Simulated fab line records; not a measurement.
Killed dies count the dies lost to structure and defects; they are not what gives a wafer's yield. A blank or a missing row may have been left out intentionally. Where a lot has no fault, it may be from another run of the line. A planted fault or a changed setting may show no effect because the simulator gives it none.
What tool caused it? / flow gf180mcu / 13 lots with 39 wafers sampled at 4 steps, on a route of 602 steps

WHAT THE GAUGES SHOWED, per wafer
GF_V5_RS_MEAS_24: uses a four-point probe to measure.
lot=L856; measured=day 28 01:11; on=film metro-01; V5_W_RS (ohm/sq)=0.324 0.332 0.331
lot=L858; measured=day 28 05:40; on=film metro-03; V5_W_RS (ohm/sq)=0.318 0.329 0.325
lot=L859; measured=day 28 19:59; on=film metro-01; V5_W_RS (ohm/sq)=0.337 0.331 0.329
lot=L862; measured=day 29 13:43; on=film metro-01; V5_W_RS (ohm/sq)=0.318 0.321 0.326
lot=L861; measured=day 29 14:37; on=film metro-01; V5_W_RS (ohm/sq)=0.338 0.329 0.331
lot=L864; measured=day 30 02:38; on=film metro-01; V5_W_RS (ohm/sq)=0.322 0.316 0.314
lot=L865; measured=day 30 08:55; on=film metro-04; V5_W_RS (ohm/sq)=0.322 0.314 0.312
lot=L867; measured=day 30 21:11; on=film metro-01; V5_W_RS (ohm/sq)=0.314 0.324 0.314
lot=L874; measured=day 32 12:04; on=film metro-03; V5_W_RS (ohm/sq)=0.329 0.315 0.327
lot=L875; measured=day 32 22:41; on=film metro-03; V5_W_RS (ohm/sq)=0.317 0.325 0.317
lot=L876; measured=day 33 02:55; on=film metro-01; V5_W_RS (ohm/sq)=0.324 0.317 0.314
lot=L877; measured=day 33 06:09; on=film metro-01; V5_W_RS (ohm/sq)=0.326 0.315 0.314
lot=L878; measured=day 33 10:41; on=film metro-03; V5_W_RS (ohm/sq)=0.331 0.329 0.331

GF_V5_THK_MEAS_25: measures by xrf.
lot=L856; measured=day 28 01:17; on=film metro-01; V5_W_THK (nm)=344 338 335
lot=L858; measured=day 28 05:47; on=film metro-03; V5_W_THK (nm)=360 347 353
lot=L859; measured=day 28 20:06; on=film metro-01; V5_W_THK (nm)=333 335 338
lot=L862; measured=day 29 13:50; on=film metro-01; V5_W_THK (nm)=345 342 339
lot=L861; measured=day 29 14:43; on=film metro-01; V5_W_THK (nm)=328 335 333
lot=L864; measured=day 30 02:44; on=film metro-01; V5_W_THK (nm)=340 349 350
lot=L865; measured=day 30 09:02; on=film metro-04; V5_W_THK (nm)=338 347 346
lot=L867; measured=day 30 21:18; on=film metro-01; V5_W_THK (nm)=350 339 349
lot=L874; measured=day 32 12:11; on=film metro-03; V5_W_THK (nm)=350 363 348
lot=L875; measured=day 32 22:49; on=film metro-03; V5_W_THK (nm)=361 351 362
lot=L876; measured=day 33 03:02; on=film metro-01; V5_W_THK (nm)=343 349 352
lot=L877; measured=day 33 06:16; on=film metro-01; V5_W_THK (nm)=339 354 355
lot=L878; measured=day 33 10:47; on=film metro-03; V5_W_THK (nm)=342 343 340

WHICH TOOL RAN EACH LOT (tool, then ch and the chambers of the sampled wafers, then the start)
lot=L856; GF_V5_ETCH_16=rie diel-01 ch 0,1,3, day 28 00:15; GF_V5_SPUTTER_22=pvd sputter-04, day 28 01:00
lot=L858; GF_V5_ETCH_16=rie diel-04 ch 0,1,2, day 28 04:46; GF_V5_SPUTTER_22=pvd sputter-04, day 28 05:31
lot=L859; GF_V5_ETCH_16=rie diel-04 ch 0,2,3, day 28 19:03; GF_V5_SPUTTER_22=pvd sputter-02, day 28 19:50
lot=L862; GF_V5_ETCH_16=rie diel-01 ch 1,3, day 29 12:37; GF_V5_SPUTTER_22=pvd sputter-02, day 29 13:33
lot=L861; GF_V5_ETCH_16=rie diel-02 ch 0,1, day 29 13:39; GF_V5_SPUTTER_22=pvd sputter-02, day 29 14:25
lot=L864; GF_V5_ETCH_16=rie diel-04 ch 1,2, day 30 01:40; GF_V5_SPUTTER_22=pvd sputter-01, day 30 02:28
lot=L865; GF_V5_ETCH_16=rie diel-01 ch 0,2,3, day 30 08:01; GF_V5_SPUTTER_22=pvd sputter-02, day 30 08:46
lot=L867; GF_V5_ETCH_16=rie diel-04 ch 1,3, day 30 20:17; GF_V5_SPUTTER_22=pvd sputter-04, day 30 21:02
lot=L874; GF_V5_ETCH_16=rie diel-01 ch 1,2,3, day 32 11:10; GF_V5_SPUTTER_22=pvd sputter-04, day 32 11:55
lot=L875; GF_V5_ETCH_16=rie diel-01 ch 1,2,3, day 32 21:27; GF_V5_SPUTTER_22=pvd sputter-04, day 32 22:32
lot=L876; GF_V5_ETCH_16=rie diel-04 ch 1,3, day 33 02:01; GF_V5_SPUTTER_22=pvd sputter-02, day 33 02:46
lot=L877; GF_V5_ETCH_16=rie diel-02 ch 1,2,3, day 33 05:15; GF_V5_SPUTTER_22=pvd sputter-01, day 33 06:00
lot=L878; GF_V5_ETCH_16=rie diel-04 ch 0,1, day 33 09:45; GF_V5_SPUTTER_22=pvd sputter-04, day 33 10:30
- GF_V5_ETCH_16: etches BARC in N2/H2.
- GF_V5_SPUTTER_22: material TiN, target thk 10 nm, time 40 s.

WHAT THE TOOLS THEMSELVES READ (means of the sampled wafers that have a number; where no wafer has one, the mark that the record gives instead)
GF_V5_ETCH_16.
lot=L856; tool=rie diel-01; bias w (W)=100.1; drypump motor current A (A)=6.3; oes product au (a.u.)=0.852; throttle valve pct (%)=13.221
lot=L858; tool=rie diel-04; bias w (W)=99.9; drypump motor current A (A)=5.9; oes product au (a.u.)=0.860; throttle valve pct (%)=13.216
lot=L859; tool=rie diel-04; bias w (W)=99.9; drypump motor current A (A)=5.7; oes product au (a.u.)=0.854; throttle valve pct (%)=13.227
lot=L862; tool=rie diel-01; bias w (W)=99.9; drypump motor current A (A)=6.2; oes product au (a.u.)=0.855; throttle valve pct (%)=13.218
lot=L861; tool=rie diel-02; bias w (W)=100.0; drypump motor current A (A)=5.9; oes product au (a.u.)=0.858; throttle valve pct (%)=13.222
lot=L864; tool=rie diel-04; bias w (W)=100.1; drypump motor current A (A)=6.2; oes product au (a.u.)=0.859; throttle valve pct (%)=13.227
lot=L865; tool=rie diel-01; bias w (W)=99.6; drypump motor current A (A)=6.3; oes product au (a.u.)=0.854; throttle valve pct (%)=13.232
lot=L867; tool=rie diel-04; bias w (W)=99.9; drypump motor current A (A)=6.0; oes product au (a.u.)=0.851; throttle valve pct (%)=13.224
lot=L874; tool=rie diel-01; bias w (W)=98.9; drypump motor current A (A)=6.2; oes product au (a.u.)=0.857; throttle valve pct (%)=13.222
lot=L875; tool=rie diel-01; bias w (W)=99.0; drypump motor current A (A)=6.2; oes product au (a.u.)=0.849; throttle valve pct (%)=13.222
lot=L876; tool=rie diel-04; bias w (W)=99.6; drypump motor current A (A)=6.0; oes product au (a.u.)=0.859; throttle valve pct (%)=13.236
lot=L877; tool=rie diel-02; bias w (W)=100.2; drypump motor current A (A)=5.8; oes product au (a.u.)=0.863; throttle valve pct (%)=13.224
lot=L878; tool=rie diel-04; bias w (W)=100.3; drypump motor current A (A)=6.2; oes product au (a.u.)=0.861; throttle valve pct (%)=13.225

GF_V5_SPUTTER_22.
lot=L856; tool=pvd sputter-04; chamber pressure pa (Pa)=4.994; throttle valve pct (%)=31.6
lot=L858; tool=pvd sputter-04; chamber pressure pa (Pa)=5.003; throttle valve pct (%)=30.5
lot=L859; tool=pvd sputter-02; chamber pressure pa (Pa)=5.003; throttle valve pct (%)=29.8
lot=L862; tool=pvd sputter-02; chamber pressure pa (Pa)=4.991; throttle valve pct (%)=29.9
lot=L861; tool=pvd sputter-02; chamber pressure pa (Pa)=4.999; throttle valve pct (%)=30.1
lot=L864; tool=pvd sputter-01; chamber pressure pa (Pa)=5.006; throttle valve pct (%)=31.6
lot=L865; tool=pvd sputter-02; chamber pressure pa (Pa)=4.987; throttle valve pct (%)=30.0
lot=L867; tool=pvd sputter-04; chamber pressure pa (Pa)=5.008; throttle valve pct (%)=30.5
lot=L874; tool=pvd sputter-04; chamber pressure pa (Pa)=4.998; throttle valve pct (%)=29.7
lot=L875; tool=pvd sputter-04; chamber pressure pa (Pa)=4.998; throttle valve pct (%)=30.0
lot=L876; tool=pvd sputter-02; chamber pressure pa (Pa)=5.004; throttle valve pct (%)=29.5
lot=L877; tool=pvd sputter-01; chamber pressure pa (Pa)=4.999; throttle valve pct (%)=31.3
lot=L878; tool=pvd sputter-04; chamber pressure pa (Pa)=5.025; throttle valve pct (%)=29.6

THE ANSWER, worked out from the rows above alone
Rule: the lots themselves supply what counts as usual. Put in order of their means at a reading, lots are off if they are a third of the lots or fewer, leave a main group of 4 or more, and stand apart from it by a gap of 3 or more times the standard deviation of the main group's means; of several such gaps the widest counts. A main group whose means are all the same, to the digits that the tables above print for the reading, isn't used. A lot without any number at a reading at which 4 lots or more have one is off too. The other lots that the step has rows for count as sound. Order of review: gauges by route order, followed by the tools' own readings, for which a lot's mean as printed above is used. At the first step where some lot is off, the reading lying furthest off is the one used; lots without a number count as furthest.
Nothing can be told from this: no lot is off at any reading shown.

WHAT THE SIMULATOR HAD PUT IN
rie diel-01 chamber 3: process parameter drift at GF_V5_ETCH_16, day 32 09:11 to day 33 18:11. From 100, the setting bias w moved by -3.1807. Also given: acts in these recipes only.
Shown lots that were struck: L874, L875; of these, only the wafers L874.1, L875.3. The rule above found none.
